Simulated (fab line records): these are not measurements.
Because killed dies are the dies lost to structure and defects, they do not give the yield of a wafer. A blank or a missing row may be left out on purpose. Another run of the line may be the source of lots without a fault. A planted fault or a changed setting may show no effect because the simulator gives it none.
Which of the tools did it?	flow sky130	14 lots, 42 wafers sampled, at 5 steps of a route of 708

## WHAT THE GAUGES SHOWED, per wafer
SKY_VIA1_BOW_MEAS_03. Usual: for VIA1_BOW the level is 78 um and the standard deviation is 6.3.
lot	measured	on	VIA1_BOW (um)	flag
L481	day 32 22:16	film-metro-02	72 86 75	
L482	day 33 09:22	film-metro-03	79 72 83	
L483	day 33 17:05	film-metro-01	71 71 74	
L484	day 33 17:55	film-metro-03	68 72 80	
L486	day 34 13:47	film-metro-02	78 72 70	
L490	day 36 04:22	film-metro-03	72 80 85	
L491	day 36 13:58	film-metro-02	87 77 82	
L494	day 37 08:12	film-metro-03	66 74 84	
L496	day 37 20:18	film-metro-03	91 77 87	
L497	day 38 05:37	film-metro-01	66 78 73	
L499	day 38 19:11	film-metro-02	86 77 63	
L502	day 39 12:46	film-metro-01	79 88 79	
L503	day 39 15:43	film-metro-01	87 78 84	
L504	day 40 07:19	film-metro-01	73 66 72	

SKY_METAL2_RS_MEAS_05: measurement is done with a four-point probe. Usual: for METAL2_ALCU_RS the level is 0.1272 ohm/sq and the standard deviation is 0.0014.
lot	measured	on	METAL2_ALCU_RS (ohm/sq)	flag
L481	day 34 03:04	film-metro-01	0.1257 0.1270 0.1261	
L482	day 34 13:15	film-metro-03	0.1259 0.1283 0.1272	
L483	day 34 20:30	film-metro-03	0.1287 0.1267 0.1282	
L484	day 34 22:15	film-metro-03	0.1290 0.1285 0.1286	
L486	day 35 18:02	film-metro-04	0.1279 0.1264 0.1263	
L490	day 37 07:39	film-metro-04	0.0649 0.0652 0.0644 0.0649 0.0651 0.0645	OFF
L491	day 37 16:40	film-metro-01	0.0660 0.0656 0.0660 0.0659 0.0654 0.0662	OFF
L494	day 38 10:28	film-metro-03	0.1275 0.1292 0.1268	
L496	day 38 23:14	film-metro-01	0.1283 0.1261 0.1278	
L497	day 39 07:57	film-metro-01	0.1265 0.1260 0.1260	
L499	day 39 22:00	film-metro-03	0.1282 0.1284 0.1272	
L502	day 40 15:14	film-metro-03	0.1281 0.1265 0.1282	
L503	day 40 18:35	film-metro-01	0.1314 0.1288 0.1305	
L504	day 41 09:29	film-metro-01	0.1252 0.1257 0.1273	

## WHICH TOOL RAN EACH LOT (tool, then ch and the chambers of the sampled wafers, then the start)
lot	SKY_VIA1_ETCH_14	SKY_METAL2_SPUTTER_02	SKY_METAL2_SPUTTER_04
L481	rie-diel-01 ch 1,3, day 34 01:33	pvd-sputter-02, day 34 02:57	pvd-sputter-02, day 34 02:59
L482	rie-diel-02 ch 0,1,2, day 34 11:48	pvd-sputter-01, day 34 13:10	pvd-sputter-01, day 34 13:12
L483	rie-diel-02 ch 0,2,3, day 34 19:03	pvd-sputter-03, day 34 20:25	pvd-sputter-03, day 34 20:27
L484	rie-diel-04 ch 0,1,3, day 34 20:48	pvd-sputter-01, day 34 22:10	pvd-sputter-01, day 34 22:12
L486	rie-diel-02 ch 0,2, day 35 16:15	pvd-sputter-02, day 35 17:56	pvd-sputter-02, day 35 17:59
L490	rie-diel-02 ch 0,3, day 37 06:12	pvd-sputter-01, day 37 07:34	pvd-sputter-01, day 37 07:36
L491	rie-diel-02 ch 1,3, day 37 15:12	pvd-sputter-01, day 37 16:34	pvd-sputter-01, day 37 16:36
L494	rie-diel-04 ch 2,3, day 38 09:00	pvd-sputter-02, day 38 10:22	pvd-sputter-02, day 38 10:25
L496	rie-diel-01 ch 1,2,3, day 38 21:41	pvd-sputter-02, day 38 23:08	pvd-sputter-02, day 38 23:11
L497	rie-diel-01 ch 1,3, day 39 06:26	pvd-sputter-03, day 39 07:50	pvd-sputter-03, day 39 07:53
L499	rie-diel-04 ch 1,3, day 39 20:33	pvd-sputter-03, day 39 21:55	pvd-sputter-03, day 39 21:57
L502	rie-diel-04 ch 1,2,3, day 40 13:02	pvd-sputter-01, day 40 15:07	pvd-sputter-01, day 40 15:10
L503	rie-diel-04 ch 2,3, day 40 16:48	pvd-sputter-02, day 40 18:28	pvd-sputter-02, day 40 18:31
L504	rie-diel-02 ch 0,2,3, day 41 08:00	pvd-sputter-01, day 41 09:24	pvd-sputter-01, day 41 09:26
- SKY_VIA1_ETCH_14: etches BARC in N2/H2, stops on SiO2, time 45.9 s, target depth 60 nm.
- SKY_METAL2_SPUTTER_02: material AlCu, target thk 250 nm, time 13.3 s.
- SKY_METAL2_SPUTTER_04: material TiN, target thk 70 nm, time 58.3 s.

## AS READ BY THE TOOLS THEMSELVES (means over the sampled wafers that have a number; for cases with no such wafer, the mark the record gives instead)
SKY_VIA1_ETCH_14. Usual: for bias-w, 100.05 W with a standard deviation of 0.27; for chamber-pressure-mTorr, 30.000 mTorr with a standard deviation of 0.025; for drypump-motor-current-A, 5.7 A with a standard deviation of 0.33; for h2-flow-sccm, 200.0 sccm with a standard deviation of 0.58; for oes-product-au, 0.855 a.u. with a standard deviation of 0.0053; for rf-fwd-power-W, 495.6 W with a standard deviation of 1.8; for throttle-valve-pct, 13.225 % with a standard deviation of 0.0095.
lot	tool	bias-w (W)	chamber-pressure-mTorr (mTorr)	drypump-motor-current-A (A)	h2-flow-sccm (sccm)	oes-product-au (a.u.)	rf-fwd-power-W (W)	throttle-valve-pct (%)	flag
L481	rie-diel-01	99.88	30.033	6.1	200.2	0.852	496.9	13.218	
L482	rie-diel-02	99.94	29.988	5.5	200.2	0.852	496.2	13.222	
L483	rie-diel-02	100.11	30.012	5.4	200.4	0.848	494.4	13.231	
L484	rie-diel-04	100.10	29.989	6.1	199.8	0.858	493.9	13.220	
L486	rie-diel-02	99.92	30.007	5.4	200.5	0.857	494.8	13.226	
L490	rie-diel-02	99.81	29.990	5.4	199.9	0.853	495.8	13.224	
L491	rie-diel-02	100.06	30.001	5.6	200.1	0.854	494.6	13.226	
L494	rie-diel-04	100.01	30.024	5.5	199.9	0.856	495.9	13.229	
L496	rie-diel-01	100.05	30.004	6.0	200.7	0.857	496.2	13.228	
L497	rie-diel-01	99.90	29.992	6.1	200.0	0.861	497.0	13.226	
L499	rie-diel-04	99.94	30.002	6.0	200.0	0.856	495.1	13.225	
L502	rie-diel-04	100.16	30.018	5.8	199.9	0.856	495.7	13.225	
L503	rie-diel-04	100.17	30.014	5.8	200.0	0.850	497.3	13.231	
L504	rie-diel-02	99.95	30.001	5.4	200.1	0.853	493.5	13.220	

SKY_METAL2_SPUTTER_02. Usual: throttle-valve-pct at 29.8 %, with a standard deviation of 1.
lot	tool	throttle-valve-pct (%)	flag
L481	pvd-sputter-02	30.5	
L482	pvd-sputter-01	29.6	
L483	pvd-sputter-03	29.7	
L484	pvd-sputter-01	29.6	
L486	pvd-sputter-02	30.0	
L490	pvd-sputter-01	28.9	
L491	pvd-sputter-01	28.8	
L494	pvd-sputter-02	30.3	
L496	pvd-sputter-02	30.2	
L497	pvd-sputter-03	29.7	
L499	pvd-sputter-03	30.3	
L502	pvd-sputter-01	29.6	
L503	pvd-sputter-02	30.6	
L504	pvd-sputter-01	29.5	

SKY_METAL2_SPUTTER_04. Usual: throttle-valve-pct at 29.8 %, with a standard deviation of 1.
lot	tool	throttle-valve-pct (%)	flag
L481	pvd-sputter-02	30.4	
L482	pvd-sputter-01	29.5	
L483	pvd-sputter-03	29.7	
L484	pvd-sputter-01	29.6	
L486	pvd-sputter-02	30.3	
L490	pvd-sputter-01	28.8	
L491	pvd-sputter-01	28.8	
L494	pvd-sputter-02	30.3	
L496	pvd-sputter-02	30.4	
L497	pvd-sputter-03	29.9	
L499	pvd-sputter-03	30.2	
L502	pvd-sputter-01	29.7	
L503	pvd-sputter-02	30.6	
L504	pvd-sputter-01	29.6	

## THE ANSWER, worked out from the rows above alone
Rule: take the mean of a lot's wafers that have a number; if it is more than 3 standard deviations from the usual mean, the lot is off. Also off: a lot with no number at a reading for which 4 or more lots have one. The other lots that the step has rows for count as sound. After the gauges, taken in route order, come the tools' own readings; for these a lot's mean is taken, as printed above. The first step at which some lot is off is used, and at that step the reading that is off furthest; a lot without a number counts as furthest.
Off: L490, L491, at SKY_METAL2_RS_MEAS_05 (METAL2_ALCU_RS).
If a tool, at a process step before that reading, ran all the lots that are off and no sound lot after the first of them, it fits. Gauges at SKY_METAL2_RS_MEAS_05: tried the same way as those tools. Not one of the candidates tried fits.

## WHAT THE SIMULATOR HAD PUT IN
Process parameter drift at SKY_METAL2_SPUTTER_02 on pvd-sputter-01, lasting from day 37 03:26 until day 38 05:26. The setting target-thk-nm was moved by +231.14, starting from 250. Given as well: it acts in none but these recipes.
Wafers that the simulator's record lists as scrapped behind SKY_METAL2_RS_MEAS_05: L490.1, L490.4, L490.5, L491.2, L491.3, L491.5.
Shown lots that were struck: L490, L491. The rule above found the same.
